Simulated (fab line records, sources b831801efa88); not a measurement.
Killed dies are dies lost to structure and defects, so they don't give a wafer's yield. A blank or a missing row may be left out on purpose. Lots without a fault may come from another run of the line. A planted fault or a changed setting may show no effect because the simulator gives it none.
fab line records | flow sky130
record lots=13 wafers=39 last_day=50
route steps=708 shown RES_XHIGH@336 LI_CONTACT@364 LOCAL_INTERCONNECT@398
lots that met no fault: from a run of the same line without faults
start_h: hours from the record's first day to the start of the lot's first wafer shown | wait_h: hours since the lot's step before | " the same as in the row above | L1.1+2: a row that stands for several wafers | - no value, or no start given | * or withheld: withheld | < > ~ a bound
route shown NAME@n: a module of which the file shows steps, and the number in the route of the first | usual: mean/standard deviation of fault-free wafers | same: alike in all rows | chamber/n: place in a boat | sites: the reading at each site | _std_site: their standard deviation | _edge_site: outer sites' mean less inner sites' | radius_mm: how far each site lies from the wafer's centre | mask NAME#n: copy n | behind: the tool/chamber that last shaped the wafer | hold: why the lot was held/for how many hours/how that ended | device: the transistor (n, p or np) that didn't switch | end of line: the same wafers' tests at the end of the route | a step without rows: its recipe alone | killed: dies lost to structure and defects at the first sort, not the wafer's yield | map: a wafer's dies, x killed, . not, _ none there
set.NAME: the setting as run; set.NAME@STEP: as run at that earlier step | model.NAME: the simulator's own value behind a step, which no gauge read
steps of the route over a sample of lots; a table a step, a row a wafer
services: from which hour (start_h, from the record's first day; less than 0 if before it) a tool's chamber was out of use, for how many hours, and why
## steps
# step SKY_RES_XHIGH_EXPOSE_04
# recipe mask_id=URPM na=0.6 source_shape=conventional sigma_outer=0.6 polarization=unpolarized target_cd_nm=1270 dose_mj=140
# columns lot.wafer tool chamber start_h wait_h mask
L861.3+4+5 iline_stepper-01 0 604.76 - URPM#0
L862.1+2+6 iline_stepper-02 0 614.15 - URPM#0
L863.1+5+6 iline_stepper-01 0 619.45 - URPM#0
L864.1+2+3 iline_stepper-01 0 625.62 - URPM#0
L865.2+5+6 iline_stepper-01 0 673.38 - URPM#0
L866.1+3+4 iline_stepper-02 0 675.94 - URPM_R1#0
L869.1+3+6 iline_stepper-01 0 688.18 - URPM#0
L875.2+5+6 iline_stepper-01 0 751.85 - URPM#0
L878.3+4+5 iline_stepper-01 0 764.51 - URPM#0
L877.1+3+5 iline_stepper-02 0 765.73 - URPM#0
L879.2+3+4 iline_stepper-02 0 777.00 - URPM#0
L882.1+3+5 iline_stepper-02 0 790.74 - URPM#0
L883.1+2+3 iline_stepper-02 0 811.99 - URPM#0
# step SKY_LI_CONTACT_CMP_02
# recipe material=PSG down_force_psi=4 platen_rpm=60 pad_velocity_m_s=0.94248
# usual motor_current_A=11.8/1 time_to_endpoint_s=33.2/2.5
# columns lot.wafer tool chamber start_h wait_h motor_current_A time_to_endpoint_s
L861.4 cmp-02 1 649.99 0.1 11.0 28.3
L861.3 " 2 " " 12.4 31.7
L861.5 " 0 " " 12.0 31.4
L862.2 cmp-01 2 658.73 0.1 13.5 34.7
L862.1 " 3 " " 11.0 35.5
L862.6 " 1 " " 10.9 31.1
L863.1 cmp-02 2 663.09 0.1 11.4 36.0
L863.5 " 0 " " 11.1 32.6
L863.6 " 1 " " 11.0 32.2
L864.3 cmp-01 0 669.53 0.0 12.9 31.0
L864.1 " 2 " " 13.6 34.4
L864.2 " 3 " " 11.2 35.0
L865.2 cmp-01 0 716.84 0.2 12.7 33.6
L865.5 " 1 " " 10.3 32.3
L865.6 " 2 " " 13.9 35.9
L866.4 cmp-02 1 718.84 0.0 11.4 30.4
L866.1 " 2 " " 11.8 30.1
L866.3 " 3 " " 11.9 31.3
L869.3 cmp-01 1 730.19 0.0 10.8 36.1
L869.1 " 0 " " 12.7 29.3
L869.6 " 2 " " 13.6 32.3
L875.2 cmp-02 1 794.18 0.1 10.7 32.0
L875.6 " 3 " " 11.3 33.7
L875.5 " 0 " " 11.8 32.6
L878.4 cmp-01 0 805.15 0.1 13.2 32.0
L878.3 " 1 " " 11.0 34.2
L878.5 " 2 " " 13.1 34.8
L877.1 cmp-01 1 805.43 0.1 11.0 33.4
L877.3 " 2 " " 14.0 34.2
L877.5 " 1 " " 11.0 34.1
L879.4 cmp-01 1 816.43 0.0 10.6 28.9
L879.3 " 3 " " 11.2 31.5
L879.2 " 0 " " 12.7 28.8
L882.3 cmp-02 3 831.44 0.0 11.3 35.2
L882.1 " 1 " " 10.3 30.7
L882.5 " 0 " " 11.2 36.9
L883.2 cmp-01 0 852.23 0.0 12.0 31.5
L883.3 " 2 " " 13.7 33.3
L883.1 " 3 " " 11.3 32.5
# step SKY_LI_CONTACT_RS_MEAS_22
# recipe thk_meas_gauge=four-point-probe reads=W_of_LI_CONTACT_CVD_21+TiN_of_LI_CONTACT_SPUTTER_20+Ti_of_LI_CONTACT_SPUTTER_19
# usual LI_CONTACT_W_RS=0.297/0.0041
# columns lot.wafer tool chamber start_h wait_h LI_CONTACT_W_RS[ohm/sq]
L861.3 film_metro-02 - 679.89 0.1 0.293
L861.4 " - " " 0.291
L861.5 " - " " 0.294
L862.1 film_metro-04 - 687.40 0.1 0.292
L862.2 " - " " 0.292
L862.6 " - " " 0.295
L863.1 film_metro-02 - 692.92 0.1 0.296
L863.5 " - " " 0.294
L863.6 " - " " 0.295
L864.1 film_metro-03 - 701.59 0.1 0.291
L864.2 " - " " 0.296
L864.3 " - " " 0.295
L865.2 film_metro-02 - 745.56 0.1 0.298
L865.5 " - " " 0.294
L865.6 " - " " 0.303
L866.1 film_metro-02 - 747.46 0.1 0.294
L866.3 " - " " 0.297
L866.4 " - " " 0.292
L869.1 film_metro-03 - 756.89 0.1 0.300
L869.3 " - " " 0.302
L869.6 " - " " 0.294
L875.2 film_metro-03 - 821.03 0.1 0.299
L875.5 " - " " 0.300
L875.6 " - " " 0.303
L878.3 film_metro-03 - 833.13 0.1 0.296
L878.4 " - " " 0.298
L878.5 " - " " 0.300
L877.1 film_metro-04 - 833.26 0.1 0.297
L877.3 " - " " 0.297
L877.5 " - " " 0.297
L879.2 film_metro-02 - 844.81 0.1 0.299
L879.3 " - " " 0.296
L879.4 " - " " 0.298
L882.1 film_metro-04 - 858.35 0.1 0.297
L882.3 " - " " 0.298
L882.5 " - " " 0.295
L883.1 film_metro-02 - 878.55 0.1 0.297
L883.2 " - " " 0.298
L883.3 " - " " 0.299
# step SKY_LOCAL_INTERCONNECT_CD_MEAS_11
# recipe target_cd_nm=170
# usual cd_nm=170.7/1.3
# columns lot.wafer tool chamber start_h wait_h cd_nm
L861.3 cd_sem-02 - 708.41 - 168.9
L861.4 " - " " 169.8
L861.5 " - " " 167.1
L862.1 cd_sem-02 - 715.32 - 170.0
L862.2 " - " " 171.7
L862.6 " - " " 172.3
L863.1 cd_sem-02 - 721.05 - 171.1
L863.5 " - " " 169.8
L863.6 " - " " 170.0
L864.1 cd_sem-02 - 729.70 - 170.5
L864.2 " - " " 170.8
L864.3 " - " " 171.7
L865.2 cd_sem-02 - 772.45 - 170.1
L865.5 " - " " 171.5
L865.6 " - " " 169.2
L866.1 cd_sem-02 - 774.41 - 170.8
L866.3 " - " " 170.2
L866.4 " - " " 171.3
L869.1 cd_sem-02 - 784.82 - 172.1
L869.3 " - " " 173.2
L869.6 " - " " 171.4
L875.2 cd_sem-01 - 847.42 - 171.2
L875.5 " - " " 170.6
L875.6 " - " " 170.9
L878.3 cd_sem-01 - 859.20 - 167.9
L878.4 " - " " 167.9
L878.5 " - " " 168.2
L877.1 cd_sem-01 - 859.37 - 172.2
L877.3 " - " " 171.1
L877.5 " - " " 172.0
L879.2 cd_sem-01 - 870.59 - 171.4
L879.3 " - " " 172.3
L879.4 " - " " 171.2
L882.1 cd_sem-01 - 884.70 - 171.0
L882.3 " - " " 170.4
L882.5 " - " " 170.1
L883.1 cd_sem-01 - 905.05 - 170.5
L883.2 " - " " 170.8
L883.3 " - " " 170.0
## services
# columns tool chamber start_h hours kind
cmp-02 - 582.87 - consumable_replace:conditioner
cmp-02 - 582.87 - consumable_replace:pad
iline_stepper-02 - 594.62 1.7 pm
cmp-01 - 596.92 1.7 repair
cmp-01 - 608.99 0.3 repair
iline_stepper-01 - 622.01 1.7 pm
cmp-02 - 641.47 1.4 repair
cmp-01 - 645.93 4.2 pm
cmp-02 - 674.40 0.5 repair
iline_stepper-02 - 716.65 10.2 repair
iline_stepper-01 0 729.73 - calibration
cmp-02 - 730.48 7.9 pm
cmp-01 - 744.00 4.0 pm
cmp-01 - 746.87 5.5 repair
cmp-01 - 748.00 - consumable_replace:conditioner
cmp-01 - 748.00 - consumable_replace:pad
iline_stepper-02 0 789.90 - calibration
iline_stepper-02 - 812.80 1.7 pm
iline_stepper-01 - 814.55 2.1 pm
iline_stepper-01 - 816.64 - consumable_replace:lamp
iline_stepper-02 - 820.10 4.9 repair
iline_stepper-02 - 828.61 8.6 repair
iline_stepper-01 - 840.19 1.7 pm
## key
first_sign step=SKY_RES_XHIGH_EXPOSE_04 reading=mask direction=changed
effect none on later readings
met_at SKY_RES_XHIGH_EXPOSE_04
struck_lots L866
sort_left_out L866.1,L866.3,L866.4
tester_left_out L866
not_acting_at SKY_LI_CONTACT_CMP_02,SKY_LI_CONTACT_RS_MEAS_22,SKY_LOCAL_INTERCONNECT_CD_MEAS_11
onset_between 614.15 675.94
fault kind=wrong_mask tool=any chamber=- onset_h=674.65 steps=SKY_RES_XHIGH_EXPOSE_04 aux_copy=URPM_R1#0 cd_offset_nm=190 scope=struck_lots_only
# tester_left_out: of these lots the tester's yield and bins aren't shown, on N5 and GAA mostly nor the transistor test; their killed dies are dies lost to structure and defects alone, not to doping, threshold or leakage, so they don't give the yield
# sort_left_out: the simulated sort isn't trusted on such a fault, so these wafers' sort isn't shown, and their yield isn't known
